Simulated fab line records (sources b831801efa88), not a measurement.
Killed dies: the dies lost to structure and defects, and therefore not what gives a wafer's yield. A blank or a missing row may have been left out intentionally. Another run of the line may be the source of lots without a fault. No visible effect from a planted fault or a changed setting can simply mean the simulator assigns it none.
A struck lot beside a sound one    flow sky130    19 out of 708 route steps
Sound: these wafers, L869.1, L869.2, L869.3. Struck: wafers L883.1, L883.3, L883.6. The cause comes at the end.
For every step that has rows: the tool of each side, followed by ch and its chambers, followed by its first start. Under that, the readings that differ: sound wafers    struck wafers    difference of the means    sigmas: that difference in standard deviations of wafers without a fault.
alike: readings with means less than 2 such deviations apart, plus words and numbers identical on both sides. not compared: withheld readings, readings lacking a value on some wafer, bounds such as >300 that could conceal the same value, and numbers that have no deviation in the record and whose values overlap.
The two part at a step that has a row with sigmas, a row that says differs or no value, or rows on one side only. Numbers that don't overlap but have no deviation are shown without sigmas and don't part them. A reading missing from all wafers of one side parts the sides only when that side holds two or more wafers.

first, 5 steps without rows for these wafers: SKY_VIA4_ETCH_12 (etches SiO2 in C4F8/O2/Ar, stops on TiN, target depth 580 nm); SKY_VIA4_STRIP_13 (strips in O2/N2); SKY_VIA4_STRIP_14 (strips in post etch residue remover, time 1200 s); SKY_VIA4_CLEAN_15 (cleans in IPA, time 180 s); SKY_VIA4_CLEAN_16 (cleans in O3/DIW).
SKY_VIA4_SPUTTER_17: material TiN, target thk 20 nm, time 80 s.
  struck on pvd_sputter-03, day 46 11:49; sound on pvd_sputter-03, day 42 20:55
  alike: cathode_dc_power_W, chamber_pressure_pa, throttle_valve_pct
SKY_VIA4_CVD_18: deposits W, target thk 505 nm, time 152.14 s.
  sound on cvd_w-01 ch 0,1, day 42 20:59; struck on cvd_w-02 ch 0,1, day 46 11:53
  alike: heater_power_w
SKY_VIA4_RS_MEAS_19: measurement is done with a four-point probe.
  struck on film_metro-01, day 46 12:02; sound on film_metro-01, day 42 21:08
  alike: VIA4_W_RS
SKY_VIA4_THK_MEAS_20: measures by xrf.
  struck on film_metro-01, day 46 12:09; sound on film_metro-01, day 42 21:15
  alike: VIA4_W_THK
then, 1 step without rows for these wafers: SKY_VIA4_CMP_21 (polishes, stops on SiO2, t overpolish 25 s, target thk 0 nm).
SKY_METAL5_SPUTTER_00: material Ti, target thk 15 nm, time 10 s.
  struck on pvd_sputter-01, day 46 12:40; sound on pvd_sputter-04, day 42 21:37
  alike: cathode_dc_power_W, chamber_pressure_pa, throttle_valve_pct
then, 1 step without rows for these wafers: SKY_METAL5_SPUTTER_01 (material TiN, target thk 20 nm, time 16.7 s).
SKY_METAL5_SPUTTER_02: material AlCu, target thk 1150 nm, time 61.2 s.
  struck on pvd_sputter-01, day 46 12:43; sound on pvd_sputter-04, day 42 21:40
  no value came back on the struck wafers for cathode_dc_power_W (W), chamber_pressure_pa (Pa), throttle_valve_pct (%); on the sound wafers cathode_dc_power_W (W) reads 10597 10602 10599
SKY_METAL5_SPUTTER_03: material Ti, target thk 5 nm, time 3.3 s.
  struck on pvd_sputter-01, day 46 12:46; sound on pvd_sputter-04, day 42 21:43
  alike: cathode_dc_power_W, chamber_pressure_pa, throttle_valve_pct
SKY_METAL5_SPUTTER_04: material TiN, target thk 70 nm, time 58.3 s.
  struck on pvd_sputter-01, day 46 12:47; sound on pvd_sputter-04, day 42 21:44
  alike: cathode_dc_power_W, chamber_pressure_pa, throttle_valve_pct
SKY_METAL5_RS_MEAS_05: measurement is done with a four-point probe.
  struck on film_metro-02, day 46 12:50; sound on film_metro-04, day 42 21:47
reading                  sound                    struck                difference  sigmas
METAL5_ALCU_RS (ohm/sq)  0.02716 0.02714 0.02753  8.6899 8.8187 8.7568  +8.7279     +99 or more
SKY_METAL5_THK_MEAS_06: measures by xrf.
  struck on film_metro-02, day 46 12:58; sound on film_metro-04, day 42 21:54
reading               sound           struck    difference  sigmas
METAL5_ALCU_THK (nm)  1152 1159 1145  <0 <0 <0  differs     
then, 1 step without rows for these wafers: SKY_METAL5_DEHYDRATE_07 (time 60 s).
-- the record jumps here: 3 days lie between the struck wafers' starts before and after (it left off in module METAL5 and takes up again in module PAD_OPEN, whose first step shown is number 708 of the route) --
SKY_PAD_OPEN_PROBE_99:
  struck on prober-01, day 49 01:55; sound on prober-02, day 45 18:56
reading                   sound           struck          difference  sigmas
defect_limited_yield (%)  83.3 84.6 81.3  0 0 0           -83         -49
killed_at_M4_up           3 6 2           409 414 409     +407        +99 or more
killed_dies               82 76 92        492 492 492     +409        +48
killed_on_rim             11 16 19        96 96 96        +81         +23
sort_bin_5_function (%)   9.1 9.1 12.0    92.7 94.1 94.5  +83.7       +56
sort_n_pass               410 416 400     0 0 0           -409        -48
sort_yield_pct (%)        83.3 84.6 81.3  0 0 0           -83         -49
  alike: killed_at_M0_to_M3, killed_at_contacts, killed_at_front_end, killed_at_other, killed_open, killed_short, sort_bin_3_pad_short, sort_bin_6_memory

== WHERE THEY PART ==
First at SKY_METAL5_SPUTTER_02; last, within this record, at SKY_PAD_OPEN_PROBE_99.

WHY: whatever the simulator had introduced
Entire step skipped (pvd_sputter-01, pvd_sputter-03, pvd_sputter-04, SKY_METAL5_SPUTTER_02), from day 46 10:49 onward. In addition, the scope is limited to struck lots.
